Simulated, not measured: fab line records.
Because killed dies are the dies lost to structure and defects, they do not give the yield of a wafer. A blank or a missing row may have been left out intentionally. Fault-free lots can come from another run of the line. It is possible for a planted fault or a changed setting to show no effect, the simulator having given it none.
The tool behind it: which one? / flow sky130 / Sampling: 10 lots, 30 wafers, 6 of 708 route steps

WHAT EACH GAUGE READ, for each wafer
SKY_VIA1_OVL_MEAS_13.
lot=L707; measured=day 34 22:55; on=overlay-01; VIA1_OVL (nm)=0 1 -2
lot=L709; measured=day 36 01:16; on=overlay-02; VIA1_OVL (nm)=6 5 1
lot=L710; measured=day 36 02:47; on=overlay-02; VIA1_OVL (nm)=11 10 0
lot=L711; measured=day 36 08:43; on=overlay-01; VIA1_OVL (nm)=13 10 6
lot=L712; measured=day 36 12:13; on=overlay-02; VIA1_OVL (nm)=4 7 2
lot=L715; measured=day 37 11:28; on=overlay-02; VIA1_OVL (nm)=12 7 7
lot=L717; measured=day 37 18:35; on=overlay-01; VIA1_OVL (nm)=8 8 4
lot=L723; measured=day 40 04:22; on=overlay-01; VIA1_OVL (nm)=0 3 3
lot=L724; measured=day 40 19:06; on=overlay-02; VIA1_OVL (nm)=12 2 4
lot=L725; measured=day 40 23:31; on=overlay-01; VIA1_OVL (nm)=2 16 4

SKY_CAPM_RS_MEAS_03: measures by four-point-probe.
lot=L707; measured=day 37 06:47; on=film_metro-02; CAPM_TIN_RS (ohm/sq)=6.90 6.92 6.86
lot=L709; measured=day 38 08:50; on=film_metro-03; CAPM_TIN_RS (ohm/sq)=6.88 6.83 6.86
lot=L710; measured=day 38 11:05; on=film_metro-03; CAPM_TIN_RS (ohm/sq)=6.80 6.80 6.79
lot=L711; measured=day 38 16:07; on=film_metro-03; CAPM_TIN_RS (ohm/sq)=6.92 6.93 6.93
lot=L712; measured=day 38 20:01; on=film_metro-03; CAPM_TIN_RS (ohm/sq)=6.91 7.04 6.95
lot=L715; measured=day 39 18:28; on=film_metro-02; CAPM_TIN_RS (ohm/sq)=6.92 6.96 6.86
lot=L717; measured=day 40 01:43; on=film_metro-04; CAPM_TIN_RS (ohm/sq)=6.08 6.90 6.85
lot=L723; measured=day 42 08:48; on=film_metro-03; CAPM_TIN_RS (ohm/sq)=6.96 7.04 7.04
lot=L724; measured=day 43 00:50; on=film_metro-02; CAPM_TIN_RS (ohm/sq)=6.91 6.90 6.90
lot=L725; measured=day 43 02:24; on=film_metro-02; CAPM_TIN_RS (ohm/sq)=6.93 6.96 6.90

SKY_CAPM_THK_MEAS_04: measures by xrf.
lot=L707; measured=day 37 06:53; on=film_metro-02; CAPM_TIN_THK (nm)=200.5 201.5 203.6
lot=L709; measured=day 38 08:56; on=film_metro-03; CAPM_TIN_THK (nm)=199.3 200.0 199.9
lot=L710; measured=day 38 11:13; on=film_metro-03; CAPM_TIN_THK (nm)=200.6 201.6 201.6
lot=L711; measured=day 38 16:14; on=film_metro-03; CAPM_TIN_THK (nm)=197.7 197.9 198.0
lot=L712; measured=day 38 20:08; on=film_metro-03; CAPM_TIN_THK (nm)=198.6 195.2 197.1
lot=L715; measured=day 39 18:35; on=film_metro-02; CAPM_TIN_THK (nm)=202.2 201.0 203.1
lot=L717; measured=day 40 01:50; on=film_metro-04; CAPM_TIN_THK (nm)=226.1 199.5 202.0
lot=L723; measured=day 42 08:55; on=film_metro-03; CAPM_TIN_THK (nm)=196.6 195.0 195.2
lot=L724; measured=day 43 00:58; on=film_metro-02; CAPM_TIN_THK (nm)=199.6 201.0 200.8
lot=L725; measured=day 43 02:31; on=film_metro-02; CAPM_TIN_THK (nm)=200.0 199.9 199.9

WHAT TOOL EACH LOT RAN ON (gives the tool, then ch and the chambers of the sampled wafers, and finally the start)
lot=L707; SKY_METAL3_SPUTTER_01=pvd_sputter-02, day 37 06:26; SKY_METAL3_SPUTTER_02=pvd_sputter-02, day 37 06:27; SKY_CAPM_SPUTTER_02=pvd_sputter-01, day 37 06:39
lot=L709; SKY_METAL3_SPUTTER_01=pvd_sputter-02, day 38 08:28; SKY_METAL3_SPUTTER_02=pvd_sputter-02, day 38 08:30; SKY_CAPM_SPUTTER_02=pvd_sputter-04, day 38 08:41
lot=L710; SKY_METAL3_SPUTTER_01=pvd_sputter-02, day 38 10:46; SKY_METAL3_SPUTTER_02=pvd_sputter-02, day 38 10:47; SKY_CAPM_SPUTTER_02=pvd_sputter-01, day 38 10:59
lot=L711; SKY_METAL3_SPUTTER_01=pvd_sputter-03, day 38 15:47; SKY_METAL3_SPUTTER_02=pvd_sputter-03, day 38 15:49; SKY_CAPM_SPUTTER_02=pvd_sputter-01, day 38 16:00
lot=L712; SKY_METAL3_SPUTTER_01=pvd_sputter-03, day 38 19:41; SKY_METAL3_SPUTTER_02=pvd_sputter-03, day 38 19:43; SKY_CAPM_SPUTTER_02=pvd_sputter-04, day 38 19:55
lot=L715; SKY_METAL3_SPUTTER_01=pvd_sputter-04, day 39 18:09; SKY_METAL3_SPUTTER_02=pvd_sputter-04, day 39 18:11; SKY_CAPM_SPUTTER_02=pvd_sputter-04, day 39 18:22
lot=L717; SKY_METAL3_SPUTTER_01=pvd_sputter-02, day 40 01:24; SKY_METAL3_SPUTTER_02=pvd_sputter-02, day 40 01:25; SKY_CAPM_SPUTTER_02=pvd_sputter-01, day 40 01:37
lot=L723; SKY_METAL3_SPUTTER_01=pvd_sputter-02, day 42 08:28; SKY_METAL3_SPUTTER_02=pvd_sputter-02, day 42 08:30; SKY_CAPM_SPUTTER_02=pvd_sputter-04, day 42 08:41
lot=L724; SKY_METAL3_SPUTTER_01=pvd_sputter-02, day 43 00:29; SKY_METAL3_SPUTTER_02=pvd_sputter-02, day 43 00:31; SKY_CAPM_SPUTTER_02=pvd_sputter-04, day 43 00:44
lot=L725; SKY_METAL3_SPUTTER_01=pvd_sputter-03, day 43 02:02; SKY_METAL3_SPUTTER_02=pvd_sputter-03, day 43 02:04; SKY_CAPM_SPUTTER_02=pvd_sputter-02, day 43 02:15
- SKY_METAL3_SPUTTER_01: material TiN, target thk 20 nm, time 16.7 s.
- SKY_METAL3_SPUTTER_02: material AlCu, target thk 735 nm, time 39.1 s.
- SKY_CAPM_SPUTTER_02: material TiN, target thk 200 nm, time 166.7 s.

AS READ BY THE TOOLS THEMSELVES (means over the sampled wafers that have a number; for cases with no such wafer, the mark the record gives instead)
SKY_METAL3_SPUTTER_01.
lot=L707; tool=pvd_sputter-02; cathode_dc_power_W (W)=6499.8; throttle_valve_pct (%)=29.8
lot=L709; tool=pvd_sputter-02; cathode_dc_power_W (W)=6500.3; throttle_valve_pct (%)=29.7
lot=L710; tool=pvd_sputter-02; cathode_dc_power_W (W)=6500.1; throttle_valve_pct (%)=30.7
lot=L711; tool=pvd_sputter-03; cathode_dc_power_W (W)=6499.9; throttle_valve_pct (%)=29.7
lot=L712; tool=pvd_sputter-03; cathode_dc_power_W (W)=6498.9; throttle_valve_pct (%)=29.6
lot=L715; tool=pvd_sputter-04; cathode_dc_power_W (W)=6499.4; throttle_valve_pct (%)=30.4
lot=L717; tool=pvd_sputter-02; cathode_dc_power_W (W)=6500.1; throttle_valve_pct (%)=29.1
lot=L723; tool=pvd_sputter-02; cathode_dc_power_W (W)=6500.1; throttle_valve_pct (%)=28.9
lot=L724; tool=pvd_sputter-02; cathode_dc_power_W (W)=6499.3; throttle_valve_pct (%)=30.8
lot=L725; tool=pvd_sputter-03; cathode_dc_power_W (W)=6499.6; throttle_valve_pct (%)=29.1

SKY_METAL3_SPUTTER_02.
lot=L707; tool=pvd_sputter-02; cathode_dc_power_W (W)=10600; throttle_valve_pct (%)=29.8
lot=L709; tool=pvd_sputter-02; cathode_dc_power_W (W)=10598; throttle_valve_pct (%)=29.9
lot=L710; tool=pvd_sputter-02; cathode_dc_power_W (W)=10600; throttle_valve_pct (%)=30.6
lot=L711; tool=pvd_sputter-03; cathode_dc_power_W (W)=10600; throttle_valve_pct (%)=29.6
lot=L712; tool=pvd_sputter-03; cathode_dc_power_W (W)=10597; throttle_valve_pct (%)=29.7
lot=L715; tool=pvd_sputter-04; cathode_dc_power_W (W)=10602; throttle_valve_pct (%)=30.4
lot=L717; tool=pvd_sputter-02; cathode_dc_power_W (W)=10600; throttle_valve_pct (%)=29.0
lot=L723; tool=pvd_sputter-02; cathode_dc_power_W (W)=10599; throttle_valve_pct (%)=28.8
lot=L724; tool=pvd_sputter-02; cathode_dc_power_W (W)=10601; throttle_valve_pct (%)=30.9
lot=L725; tool=pvd_sputter-03; cathode_dc_power_W (W)=10601; throttle_valve_pct (%)=29.3

SKY_CAPM_SPUTTER_02.
lot=L707; tool=pvd_sputter-01; cathode_dc_power_W (W)=6499.6; throttle_valve_pct (%)=29.1
lot=L709; tool=pvd_sputter-04; cathode_dc_power_W (W)=6500.4; throttle_valve_pct (%)=30.4
lot=L710; tool=pvd_sputter-01; cathode_dc_power_W (W)=6501.5; throttle_valve_pct (%)=30.5
lot=L711; tool=pvd_sputter-01; cathode_dc_power_W (W)=6500.2; throttle_valve_pct (%)=31.2
lot=L712; tool=pvd_sputter-04; cathode_dc_power_W (W)=6500.6; throttle_valve_pct (%)=30.3
lot=L715; tool=pvd_sputter-04; cathode_dc_power_W (W)=6500.3; throttle_valve_pct (%)=29.9
lot=L717; tool=pvd_sputter-01; cathode_dc_power_W (W)=6769.5; throttle_valve_pct (%)=29.9
lot=L723; tool=pvd_sputter-04; cathode_dc_power_W (W)=6500.4; throttle_valve_pct (%)=31.0
lot=L724; tool=pvd_sputter-04; cathode_dc_power_W (W)=6500.8; throttle_valve_pct (%)=30.4
lot=L725; tool=pvd_sputter-02; cathode_dc_power_W (W)=6500.4; throttle_valve_pct (%)=30.0

THE ANSWER, worked out from the rows above alone
Rule: usual is defined by the lots themselves. The widest of any qualifying gaps counts: lots, ordered by their means at a reading, are off when they make up no more than a third of the lots, leave a main group of 4 or more, and stand apart from it by 3 or more times the standard deviation of that group's means. A main group is skipped when, at the precision printed for the reading in the tables above, its means are all equal. A lot without any number at a reading at which 4 lots or more have one is off too. Where the step has rows for the other lots, those lots are counted as sound. First the gauges in route order, then the tools' own readings, where a lot's mean is used as printed above. The first step at which some lot is off is used, and at that step the reading that is off furthest; a lot without a number counts as furthest.
Off: L717, at SKY_CAPM_RS_MEAS_03 (CAPM_TIN_RS). Mean 6.91 ohm/sq and standard deviation 0.058 in the main group.
If a tool, at a process step before that reading, ran all the lots that are off and no sound lot after the first of them, it fits. The gauges at SKY_CAPM_RS_MEAS_03 aren't tried: what is off there is off at SKY_CAPM_SPUTTER_02 too, on other tools, and a gauge's error can't cause that. One candidate fits, namely pvd_sputter-01 at SKY_CAPM_SPUTTER_02. A fault onset in the window from L711 (day 38 16:00, its last sound lot) to L717 (day 40 01:37, its first lot off) fits.
The tool's own readings at SKY_CAPM_SPUTTER_02 bear it out: on the lots that are off they differ by more than 5 times the standard deviation of the sound lots' means. cathode_dc_power_W reads 6769.5 W there against 6500.5 W on the sound lots.

WHAT THE SIMULATOR HAD PUT IN
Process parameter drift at SKY_CAPM_SPUTTER_02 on pvd_sputter-01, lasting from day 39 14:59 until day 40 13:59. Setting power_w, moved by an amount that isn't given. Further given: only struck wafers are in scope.
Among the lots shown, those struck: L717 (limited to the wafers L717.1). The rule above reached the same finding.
